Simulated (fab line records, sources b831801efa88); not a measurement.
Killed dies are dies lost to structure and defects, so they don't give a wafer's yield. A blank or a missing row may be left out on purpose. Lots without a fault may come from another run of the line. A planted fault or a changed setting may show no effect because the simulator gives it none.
A struck lot beside a sound one | flow sky130 | 18 steps out of a route of 708
Sound: wafers L232.1, L232.2, L232.4. Struck: wafers L240.3, L240.4, L240.5. The cause comes at the end.
At each step with rows: each side's tool, then ch and its chambers, then its first start. Under that, the readings that differ: sound wafers | struck wafers | difference of the means | sigmas: that difference in standard deviations of wafers without a fault.
alike: readings whose means differ by less than 2 such deviations, and words and numbers that are the same on both sides. not compared: withheld readings, readings that some wafer has no value for, bounds like >300 that may hide the same value, and numbers for which the record gives no deviation and whose values overlap.
The two part at a step that has a row with sigmas, a row that says differs or no value, or rows on one side only. Numbers that don't overlap but have no deviation are shown without sigmas and don't part them. A reading that every wafer of one side lacks parts them only if that side has two wafers or more.

first, 1 step without rows for these wafers: SKY_VT_ADJUST_PCH_IMPLANT_08.
SKY_VT_ADJUST_PCH_STRIP_09: strips in O2/N2.
  sound on plasma_asher-01 ch 0,1, day 12 09:13; struck on plasma_asher-03 ch 0,1, day 15 04:35
  alike: drypump_motor_current_A, oes_product_au, strip_time_to_endpoint_s
  not compared: rf_hours_counter_h
SKY_VT_ADJUST_PCH_TW_MEAS_10:
  sound on film_metro-04, day 12 09:19; struck on film_metro-02, day 15 04:41
  alike: VT_ADJUST_PCH_TW
then, 7 steps without rows for these wafers: SKY_SONOS_TUNNEL_DEHYDRATE_00 (time 60 s); SKY_SONOS_TUNNEL_HMDS_01 (prime time 60 s); SKY_SONOS_TUNNEL_COAT_02 (resist thk 1140 nm); SKY_SONOS_TUNNEL_SOFTBAKE_03 (time 60 s); SKY_SONOS_TUNNEL_EXPOSE_04 (exposes mask TUNM, target cd 410 nm); SKY_SONOS_TUNNEL_PEB_05; SKY_SONOS_TUNNEL_DEVELOP_06 (develop time 60 s).
SKY_SONOS_TUNNEL_CD_MEAS_07: target cd 410 nm.
  sound on cd_sem-01, day 13 09:49; struck on cd_sem-01, day 16 08:49
  alike: cd_nm
SKY_SONOS_TUNNEL_OVL_MEAS_08:
  sound on overlay-02, day 13 09:56; struck on overlay-02, day 16 08:55
  reading               | sound          | struck      | difference | sigmas
  SONOS_TUNNEL_OVL (nm) | -1.0 -1.3 -3.0 | 0.0 2.3 2.2 | +3.3       | +3
SKY_SONOS_TUNNEL_IMPLANT_09:
  sound on implanter-02 ch 0, day 13 09:59; struck on implanter-02 ch 0, day 16 09:02
  reading            | sound                           | struck                           | difference  | sigmas
  dose_ions_cm2      | 9.994e+11 1.0001e+12 1.0008e+12 | 1.1266e+12 1.1253e+12 1.1246e+12 | +1.2540e+11 | +96
  faraday_current_uA | 5.77 5.75 5.63                  | 6.25 6.28 6.30                   | +0.56       | +5
then, 2 steps without rows for these wafers: SKY_SONOS_TUNNEL_WET_ETCH_10 (etches SiO2 in dHF, target depth 14 nm, time 280 s); SKY_SONOS_TUNNEL_STRIP_11 (strips in SPM, time 600 s).
SKY_SONOS_TUNNEL_TW_MEAS_12:
  sound on film_metro-04, day 13 10:23; struck on film_metro-01, day 16 09:25
  reading         | sound             | struck            | difference | sigmas
  SONOS_TUNNEL_TW | 198.6 199.3 199.0 | 206.8 207.3 207.3 | +8.2       | +5
then, 2 steps without rows for these wafers: SKY_SONOS_TUNNEL_CLEAN_13 (cleans in dHF, time 20 s); SKY_PAD_OPEN_PROBE_99.

WHERE THEY PART
First at SKY_SONOS_TUNNEL_OVL_MEAS_08; last, within this record, at SKY_SONOS_TUNNEL_TW_MEAS_12.

WHY: what the simulator had put in
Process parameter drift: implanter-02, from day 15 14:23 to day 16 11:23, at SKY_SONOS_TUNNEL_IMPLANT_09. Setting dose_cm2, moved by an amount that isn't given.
